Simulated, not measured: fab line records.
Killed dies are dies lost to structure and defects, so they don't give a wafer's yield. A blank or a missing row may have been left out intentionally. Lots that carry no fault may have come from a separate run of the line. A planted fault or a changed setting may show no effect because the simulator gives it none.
Which of the tools did it?	flow sky130	72 wafers from 24 lots sampled at 6 of the route's 708 steps

## WHAT EACH GAUGE READ, for each wafer
SKY_LI_CONTACT_THK_MEAS_01. Usual: LI_CONTACT_HDPCVD_THK 961 nm, standard deviation 11.
lot	measured	on	LI_CONTACT_HDPCVD_THK (nm)	flag
L074	day 28 01:38	filmMetro-01	963 945 951	
L075	day 28 02:16	filmMetro-01	957 981 965	
L076	day 28 18:38	filmMetro-02	951 968 970	
L077	day 29 02:52	filmMetro-01	948 963 949	
L078	day 29 05:08	filmMetro-02	963 945 953	
L080	day 29 23:01	filmMetro-02	946 960 972	
L079	day 30 03:44	filmMetro-04	977 970 961	
L081	day 31 02:11	filmMetro-02	977 974 970	
L082	day 31 03:31	filmMetro-04	976 976 957	
L083	day 31 06:31	filmMetro-01	963 951 948	
L084	day 31 13:14	filmMetro-01	946 958 959	
L085	day 32 01:59	filmMetro-04	972 967 980	
L086	day 32 09:28	filmMetro-04	965 968 961	
L087	day 32 15:10	filmMetro-04	979 982 954	
L088	day 32 16:46	filmMetro-04	966 954 955	
L089	day 33 01:24	filmMetro-01	942 961 944	
L090	day 33 07:17	filmMetro-04	978 965 984	
L091	day 33 16:53	filmMetro-02	953 952 953	
L092	day 34 03:24	filmMetro-02	954 956 970	
L093	day 34 09:50	filmMetro-01	950 948 950	
L094	day 34 10:09	filmMetro-04	977 982 988	
L095	day 34 16:31	filmMetro-01	961 957 952	
L096	day 34 22:20	filmMetro-02	976 972 958	
L097	day 35 10:40	filmMetro-04	962 939 943	

SKY_METAL2_OVL_MEAS_16. Usual: METAL2_OVL -1 nm, standard deviation 5.6.
lot	measured	on	METAL2_OVL (nm)	flag
L074	day 35 05:59	overlay-01	-8 -11 -5	
L075	day 35 06:55	overlay-02	3 2 -1	
L076	day 35 21:58	overlay-02	-3 -6 -7	
L077	day 36 04:32	overlay-01	-5 -4 -4	
L078	day 36 06:17	overlay-01	-9 -11 -9	
L080	day 37 01:08	overlay-02	3 -2 7	
L079	day 37 04:29	overlay-02	2 -8 -3	
L081	day 38 03:44	overlay-01	2 0 4	
L082	day 38 03:44	overlay-02	5 2 2	
L083	day 38 05:16	overlay-02	-2 10 8	
L084	day 38 13:53	overlay-02	-4 -3 2	
L085	day 38 23:52	overlay-01	-3 4 -5	
L086	day 39 07:32	overlay-01	-12 -4 -12	
L087	day 39 11:56	overlay-02	7 0 -1	
L088	day 39 12:56	overlay-02	3 8 7	
L089	day 39 21:14	overlay-01	-4 0 -2	
L090	day 40 04:10	overlay-02	6 -12 -7	
L091	day 40 10:40	overlay-02	-7 -2 -4	
L092	day 40 21:02	overlay-02	3 0 -4	
L093	day 41 02:53	overlay-02	10 2 6	
L094	day 41 04:11	overlay-01	0 -8 -10	
L095	day 41 08:39	overlay-01	-3 -4 -8	
L096	day 41 15:02	overlay-02	-1 14 0	
L097	day 42 01:50	overlay-01	-3 -8 -4	

SKY_VIA3_BOW_MEAS_03. Usual: VIA3_BOW 81 um, standard deviation 7.9.
lot	measured	on	VIA3_BOW (um)	flag
L074	day 38 17:31	filmMetro-04	86 72 79	
L075	day 38 18:07	filmMetro-04	79 86 86	
L076	day 39 08:22	filmMetro-02	82 83 80	
L077	day 39 15:49	filmMetro-01	90 89 93	
L078	day 39 17:54	filmMetro-01	70 72 76	
L080	day 40 10:37	filmMetro-02	83 88 93	
L079	day 40 13:11	filmMetro-04	70 91 68	
L081	day 41 09:59	filmMetro-01	83 84 90	
L082	day 41 10:57	filmMetro-02	83 83 80	
L083	day 41 11:55	filmMetro-02	67 66 79	
L084	day 41 19:56	filmMetro-04	79 71 77	
L085	day 42 05:46	filmMetro-01	74 84 66	
L086	day 42 12:48	filmMetro-02	83 85 89	
L087	day 42 17:29	filmMetro-04	86 84 81	
L088	day 42 18:47	filmMetro-04	81 79 77	
L089	day 43 00:26	filmMetro-04	79 92 91	
L090	day 43 08:58	filmMetro-02	82 80 86	
L091	day 43 15:00	filmMetro-02	84 84 75	
L092	day 43 23:05	filmMetro-02	76 74 69	
L093	day 44 05:22	filmMetro-02	71 76 74	
L094	day 44 06:50	filmMetro-01	86 97 95	
L095	day 44 10:41	filmMetro-04	80 95 96	
L096	day 44 17:34	filmMetro-02	70 78 80	
L097	day 45 03:06	filmMetro-04	80 70 73	

SKY_METAL4_CD_MEAS_13 targets a cd of 300 nm. Usual: cdNm at 299.6 nm, with a standard deviation of 1.4.
lot	measured	on	cdNm (nm)	flag
L074	day 41 20:14	cdSem-01	298.2 298.5 299.6	
L075	day 41 21:31	cdSem-02	298.9 299.0 299.2	
L076	day 42 10:28	cdSem-01	298.8 299.6 300.4	
L077	day 42 18:41	cdSem-01	296.6 296.2 297.4	
L078	day 42 19:58	cdSem-02	300.0 300.1 299.8	
L080	day 43 12:05	cdSem-02	299.6 299.6 298.7	
L079	day 43 15:05	cdSem-02	301.7 301.0 302.0	
L081	day 44 08:32	cdSem-02	298.2 298.9 298.5	
L082	day 44 10:38	cdSem-01	299.2 297.6 299.3	
L083	day 44 12:10	cdSem-02	300.9 301.3 301.0	
L084	day 44 18:32	cdSem-01	302.7 301.7 301.3	
L085	day 45 02:25	cdSem-01	299.3 299.3 298.7	
L086	day 45 10:38	cdSem-02	297.6 296.9 297.8	
L087	day 45 15:41	cdSem-01	300.2 300.6 299.9	
L088	day 45 15:48	cdSem-02	299.8 301.6 300.8	
L089	day 45 20:47	cdSem-01	298.7 299.0 297.0	
L090	day 46 05:16	cdSem-02	300.5 301.6 301.3	
L091	day 46 09:52	cdSem-02	298.5 298.8 300.1	
L092	day 46 17:50	cdSem-02	300.5 299.8 299.4	
L093	day 46 23:14	cdSem-02	298.5 298.9 298.8	
L094	day 47 00:08	cdSem-02	300.4 301.2 299.0	
L095	day 47 04:50	cdSem-01	299.3 300.2 299.3	
L096	day 47 09:34	cdSem-01	299.6 299.4 297.8	
L097	day 47 19:59	cdSem-01	299.5 299.9 299.0	

## WHICH TOOL RAN EACH LOT (tool, then ch and the chambers of the sampled wafers, then the start)
lot	SKY_VIA1_SPUTTER_20	SKY_METAL3_SPUTTER_03
L074	pvdSputter-04, day 34 02:06	pvdSputter-01, day 36 11:39
L075	pvdSputter-01, day 34 03:32	pvdSputter-01, day 36 12:38
L076	pvdSputter-01, day 34 19:21	pvdSputter-03, day 37 03:32
L077	pvdSputter-01, day 35 00:53	pvdSputter-03, day 37 10:49
L078	pvdSputter-01, day 35 03:19	pvdSputter-03, day 37 11:46
L080	pvdSputter-04, day 35 22:09	pvdSputter-03, day 38 06:34
L079	pvdSputter-04, day 36 01:50	pvdSputter-02, day 38 09:25
L081	pvdSputter-04, day 37 00:16	pvdSputter-02, day 39 07:52
L082	pvdSputter-02, day 37 00:36	pvdSputter-01, day 39 08:10
L083	pvdSputter-01, day 37 01:57	pvdSputter-02, day 39 08:43
L084	pvdSputter-04, day 37 10:42	pvdSputter-03, day 39 17:58
L085	pvdSputter-01, day 37 21:17	pvdSputter-03, day 40 03:27
L086	pvdSputter-01, day 38 05:23	pvdSputter-01, day 40 11:31
L087	pvdSputter-02, day 38 10:23	pvdSputter-02, day 40 15:35
L088	pvdSputter-04, day 38 11:45	pvdSputter-02, day 40 16:31
L089	pvdSputter-04, day 38 19:57	pvdSputter-03, day 41 00:05
L090	pvdSputter-02, day 39 02:07	pvdSputter-02, day 41 07:41
L091	pvdSputter-02, day 39 09:21	pvdSputter-01, day 41 13:34
L092	pvdSputter-04, day 39 19:32	pvdSputter-03, day 41 23:20
L093	pvdSputter-01, day 40 01:38	pvdSputter-02, day 42 05:13
L094	pvdSputter-01, day 40 03:22	pvdSputter-01, day 42 07:31
L095	pvdSputter-01, day 40 07:38	pvdSputter-02, day 42 10:46
L096	pvdSputter-02, day 40 14:00	pvdSputter-01, day 42 17:48
L097	pvdSputter-01, day 41 00:47	pvdSputter-01, day 43 04:23
- SKY_VIA1_SPUTTER_20: material TiN, target thk 20 nm, time 80 s.
- SKY_METAL3_SPUTTER_03: material Ti, target thk 5 nm, time 3.3 s.

## AS READ BY THE TOOLS THEMSELVES (means over the sampled wafers that have a number; for cases with no such wafer, the mark the record gives instead)
SKY_VIA1_SPUTTER_20. Usual: throttleValvePct at 29.8 %, with a standard deviation of 0.58.
lot	tool	throttleValvePct (%)	flag
L074	pvdSputter-04	29.9	
L075	pvdSputter-01	30.1	
L076	pvdSputter-01	29.9	
L077	pvdSputter-01	30.0	
L078	pvdSputter-01	29.6	
L080	pvdSputter-04	30.1	
L079	pvdSputter-04	30.1	
L081	pvdSputter-04	30.1	
L082	pvdSputter-02	29.7	
L083	pvdSputter-01	29.8	
L084	pvdSputter-04	29.8	
L085	pvdSputter-01	29.3	
L086	pvdSputter-01	29.5	
L087	pvdSputter-02	29.7	
L088	pvdSputter-04	29.8	
L089	pvdSputter-04	29.8	
L090	pvdSputter-02	30.2	
L091	pvdSputter-02	30.2	
L092	pvdSputter-04	30.3	
L093	pvdSputter-01	29.9	
L094	pvdSputter-01	29.8	
L095	pvdSputter-01	29.9	
L096	pvdSputter-02	30.2	
L097	pvdSputter-01	29.7	

SKY_METAL3_SPUTTER_03. Usual: throttleValvePct at 30.2 %, with a standard deviation of 0.79.
lot	tool	throttleValvePct (%)	flag
L074	pvdSputter-01	29.4	
L075	pvdSputter-01	29.4	
L076	pvdSputter-03	31.0	
L077	pvdSputter-03	30.8	
L078	pvdSputter-03	31.0	
L080	pvdSputter-03	30.9	
L079	pvdSputter-02	29.6	
L081	pvdSputter-02	30.3	
L082	pvdSputter-01	29.4	
L083	pvdSputter-02	29.8	
L084	pvdSputter-03	31.0	
L085	pvdSputter-03	30.9	
L086	pvdSputter-01	29.7	
L087	pvdSputter-02	29.9	
L088	pvdSputter-02	30.0	
L089	pvdSputter-03	31.0	
L090	pvdSputter-02	29.7	
L091	pvdSputter-01	30.0	
L092	pvdSputter-03	31.1	
L093	pvdSputter-02	29.9	
L094	pvdSputter-01	29.4	
L095	pvdSputter-02	29.9	
L096	pvdSputter-01	28.9	
L097	pvdSputter-01	29.0	

## THE ANSWER, worked out from the rows above alone
Rule: a lot is off if the mean of its wafers that have a number lies more than 3 standard deviations from the usual mean. A lot without any number at a reading at which 4 lots or more have one is off too. Any other lot the step has rows for is counted as sound. Order of review: gauges by route order, followed by the tools' own readings, for which a lot's mean as printed above is used. The first step at which some lot is off is used, and at that step the reading that is off furthest; a lot without a number counts as furthest.
Nothing can be told from this: no lot is off at any reading shown.

## WHAT WAS PUT IN BY THE SIMULATOR
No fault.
